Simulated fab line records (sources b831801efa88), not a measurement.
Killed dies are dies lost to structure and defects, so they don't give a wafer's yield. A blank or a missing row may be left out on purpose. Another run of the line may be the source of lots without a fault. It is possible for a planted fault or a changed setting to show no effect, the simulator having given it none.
Struck lot and sound lot, side by side    flow sky130    43 steps out of a route of 708
Sound: wafers L728.2, L728.4, L728.5. Struck: wafer L742.5; the same lot's L742.1 was not struck, so it is left out; see the end for the cause.
At each step with rows: each side's tool, then ch and its chambers, then its first start. Under that, the readings that differ: sound wafers    struck wafers    difference of the means    sigmas: that difference in standard deviations of wafers without a fault.
alike: words and numbers the same on both sides, and readings whose means are apart by under 2 such deviations; not compared: readings that were withheld, readings missing a value for some wafer, numbers with overlapping values and no deviation given by the record, and bounds like >300 which may hide the same value.
Wherever a step has rows on one side only, a row that says differs or no value, or a row with sigmas, the two part there. Numbers that have no deviation but don't overlap get no sigmas and don't part them. Lack of a reading on every wafer of one side parts them only where that side has two or more wafers.

SKY_VIA3_ETCH_15: etches SiO2 in C4F8/O2/Ar, stops on TiN, target depth 507 nm, time 78 s.
  sound on rie-diel-04 ch 1,2,3, day 41 04:41; struck on rie-diel-02 ch 3, day 45 14:34
  alike: oes-product-au, rf-fwd-power-W
  not compared: rf-hours-counter-h
SKY_VIA3_STRIP_16: strips in O2/N2.
  sound on plasma-asher-01 ch 0,1, day 41 04:45; struck on plasma-asher-02 ch 1, day 45 14:37
reading                      sound        struck  difference  sigmas
drypump-motor-current-A (A)  5.4 6.2 6.2  4.7     -1.2        -2
  alike: oes-product-au, strip-time-to-endpoint-s
  not compared: rf-hours-counter-h
then, 4 steps without rows for these wafers: SKY_VIA3_STRIP_17 (strips in post etch residue remover, time 1200 s); SKY_VIA3_CLEAN_18 (cleans in IPA, time 180 s); SKY_VIA3_CLEAN_19 (cleans in O3/DIW); SKY_VIA3_SPUTTER_20 (material TiN, target thk 20 nm, time 80 s).
SKY_VIA3_CVD_21: deposits W, target thk 390 nm, time 117.31 s.
  sound on cvd-w-01 ch 1, day 41 05:26; struck on cvd-w-01 ch 1, day 45 15:17
  alike: heater-power-outer-w, heater-power-w
  not compared: since-wet-clean-h
SKY_VIA3_RS_MEAS_22: measurement is done with a four-point probe.
  struck on film-metro-03, day 45 15:25; sound on film-metro-02, day 41 05:35
  alike: VIA3_W_RS
SKY_VIA3_THK_MEAS_23: measures by xrf.
  struck on film-metro-03, day 45 15:32; sound on film-metro-02, day 41 05:41
  alike: VIA3_W_THK
then, 1 step without rows for these wafers: SKY_VIA3_CMP_24 (polishes, stops on SiO2, t overpolish 20 s, target thk 0 nm).
SKY_METAL4_SPUTTER_00: material Ti, target thk 15 nm, time 10 s.
  struck on pvd-sputter-01, day 45 15:53; sound on pvd-sputter-02, day 41 06:19
  alike: throttle-valve-pct
then, 1 step without rows for these wafers: SKY_METAL4_SPUTTER_01 (material TiN, target thk 20 nm, time 16.7 s).
SKY_METAL4_SPUTTER_02: material AlCu, target thk 735 nm, time 39.1 s.
  struck on pvd-sputter-01, day 45 15:56; sound on pvd-sputter-02, day 41 06:22
reading                                      sound              struck  difference  sigmas
model.AlCu_of_METAL4_SPUTTER_02.thk-nm (nm)  737.4 740.4 731.6  514.7   -221.8      
  alike: throttle-valve-pct
then, 3 steps without rows for these wafers: SKY_METAL4_SPUTTER_03 (material Ti, target thk 5 nm, time 3.3 s); SKY_METAL4_SPUTTER_04 (material TiN, target thk 70 nm, time 58.3 s); SKY_CAP2M_CVD_00 (deposits SiO2, target thk 15.5 nm).
SKY_CAP2M_THK_MEAS_01:
  struck on film-metro-03, day 45 16:04; sound on film-metro-04, day 41 06:30
reading                sound              struck  difference  sigmas
CAP2M_CVD_00_THK (nm)  15.23 15.76 15.63  16.05   +0.51       +2
SKY_CAP2M_SPUTTER_02: material TiN, target thk 200 nm, time 166.7 s.
  struck on pvd-sputter-04, day 45 16:07; sound on pvd-sputter-04, day 41 06:33
  alike: throttle-valve-pct
SKY_CAP2M_RS_MEAS_03: measurement is done with a four-point probe.
  struck on film-metro-04, day 45 16:14; sound on film-metro-02, day 41 06:41
  alike: CAP2M_TIN_RS
SKY_CAP2M_THK_MEAS_04: measures by xrf.
  struck on film-metro-04, day 45 16:21; sound on film-metro-02, day 41 06:47
  alike: CAP2M_TIN_THK
then, 7 steps without rows for these wafers: SKY_CAP2M_DEHYDRATE_05 (time 60 s); SKY_CAP2M_HMDS_06 (prime time 60 s); SKY_CAP2M_COAT_07 (resist thk 1140 nm); SKY_CAP2M_SOFTBAKE_08 (time 60 s); SKY_CAP2M_EXPOSE_09 (exposes mask CAP2M, target cd 1000 nm); SKY_CAP2M_PEB_10; SKY_CAP2M_DEVELOP_11 (develop time 60 s).
SKY_CAP2M_OVL_MEAS_12:
  struck on overlay-01, day 46 14:03; sound on overlay-01, day 42 06:48
  alike: CAP2M_OVL
then, 13 steps without rows for these wafers: SKY_CAP2M_METAL_ETCH_13 (etches TiN in Cl2/BCl3, stops on SiO2, target depth 220 nm, time 62.9 s); SKY_CAP2M_STRIP_14 (strips in O2/N2); SKY_CAP2M_STRIP_15 (strips in post etch residue remover, time 1200 s); SKY_CAP2M_CLEAN_16 (cleans in IPA, time 180 s); SKY_CAP2M_CLEAN_17 (cleans in O3/DIW); SKY_METAL4_DEHYDRATE_05 (time 60 s); SKY_METAL4_HMDS_06 (prime time 60 s); SKY_METAL4_COAT_07 (resist thk 60 nm); SKY_METAL4_COAT_08 (resist thk 1140 nm); SKY_METAL4_SOFTBAKE_09 (time 90 s); SKY_METAL4_EXPOSE_10 (exposes mask MM4, target cd 300 nm); SKY_METAL4_PEB_11; SKY_METAL4_DEVELOP_12 (develop time 60 s).
SKY_METAL4_CD_MEAS_13: the cd target is 300 nm.
  struck on cd-sem-02, day 47 12:24; sound on cd-sem-01, day 43 08:06
  alike: cd-nm
SKY_METAL4_METAL_ETCH_18: etches the open film in Cl2/BCl3, stops on SiO2, target depth 845 nm, time 183.1 s.
  sound on rie-metal-03 ch 1, day 43 08:34; struck on rie-metal-03 ch 0, day 47 12:42
reading                      sound              struck  difference  sigmas
drypump-motor-current-A (A)  4.7 4.7 4.7        5.8     +1.1        +2
oes-product-au (a.u.)        0.869 0.873 0.872  0.737   -0.134      -21
  alike: rf-fwd-power-W, throttle-valve-pct
  not compared: rf-hours-counter-h

== WHERE THEY PART ==
Earliest at SKY_VIA3_STRIP_16; latest, in this record, at SKY_METAL4_METAL_ETCH_18.

WHY: what had been put in by the simulator
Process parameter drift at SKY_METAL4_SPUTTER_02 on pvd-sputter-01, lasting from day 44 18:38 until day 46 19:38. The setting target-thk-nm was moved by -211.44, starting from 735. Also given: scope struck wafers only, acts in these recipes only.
